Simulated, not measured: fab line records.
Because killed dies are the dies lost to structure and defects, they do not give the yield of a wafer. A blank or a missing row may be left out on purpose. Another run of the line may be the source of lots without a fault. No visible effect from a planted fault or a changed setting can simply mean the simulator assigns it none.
Matching of chambers || flow sky130 || rieDiel-02 running SKY_METAL4_ETCH_17: 4 sister chambers
The step etches SiO2 in C4F8/O2/Ar, stops on TiN, time 3.9 s, target depth 15 nm. 4 wafers are shown with their chamber, then 8 later ones without.

== WAFERS, EACH WITH ITS CHAMBER ==
{"wafer": "L582.2", "chamber": 1, "oesProductAu (a.u.)": 0.752}
{"wafer": "L582.5", "chamber": 3, "oesProductAu (a.u.)": 0.759}
{"wafer": "L583.3", "chamber": 2, "oesProductAu (a.u.)": 0.764}
{"wafer": "L584.1", "chamber": 0, "oesProductAu (a.u.)": 0.752}

== WAFERS WITHOUT THEIR CHAMBER ==
{"wafer": "L584.4", "oesProductAu (a.u.)": 0.764}
{"wafer": "L584.5", "oesProductAu (a.u.)": 0.748}
{"wafer": "L594.3", "oesProductAu (a.u.)": 0.747}
{"wafer": "L594.5", "oesProductAu (a.u.)": 0.762}
{"wafer": "L594.6", "oesProductAu (a.u.)": 0.762}
{"wafer": "L596.1", "oesProductAu (a.u.)": 0.754}
{"wafer": "L596.3", "oesProductAu (a.u.)": 0.736}
{"wafer": "L596.4", "oesProductAu (a.u.)": 0.757}

== EACH ONE'S CHAMBER ==
{"wafer": "L584.4", "from the rows above": "can't be placed: 2 or 3 or 0 or 1", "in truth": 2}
{"wafer": "L584.5", "from the rows above": "can't be placed: 0 or 1 or 3 or 2", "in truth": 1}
{"wafer": "L594.3", "from the rows above": "can't be placed: 0 or 1 or 3 or 2", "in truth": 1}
{"wafer": "L594.5", "from the rows above": "can't be placed: 2 or 3 or 0 or 1", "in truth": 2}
{"wafer": "L594.6", "from the rows above": "can't be placed: 2 or 3 or 0 or 1", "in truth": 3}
{"wafer": "L596.1", "from the rows above": "can't be placed: 0 or 1 or 3 or 2", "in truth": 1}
{"wafer": "L596.3", "from the rows above": "can't be placed: 0 or 1 or 3 or 2", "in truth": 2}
{"wafer": "L596.4", "from the rows above": "can't be placed: 3 or 0 or 1 or 2", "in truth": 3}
Placed correctly: 0 of 8. Cannot be placed on the basis of these rows: 8; the candidates contain the true chamber in 8. 0 placed wrongly.
How it was worked out, from the rows above alone: a wafer's distance from a chamber is the root of the sum, over the readings, of the square of ((its reading less the chamber's mean) divided by the reading's scatter). If the next closest chamber is less than 2 further off than the closest, the wafer can't be placed; otherwise it belongs to the closest. The mean given for a chamber averages the wafers shown for that chamber. The scatter: with one shown wafer a chamber, the root of the mean of the squares of how far each hidden wafer lies from its nearest shown one.
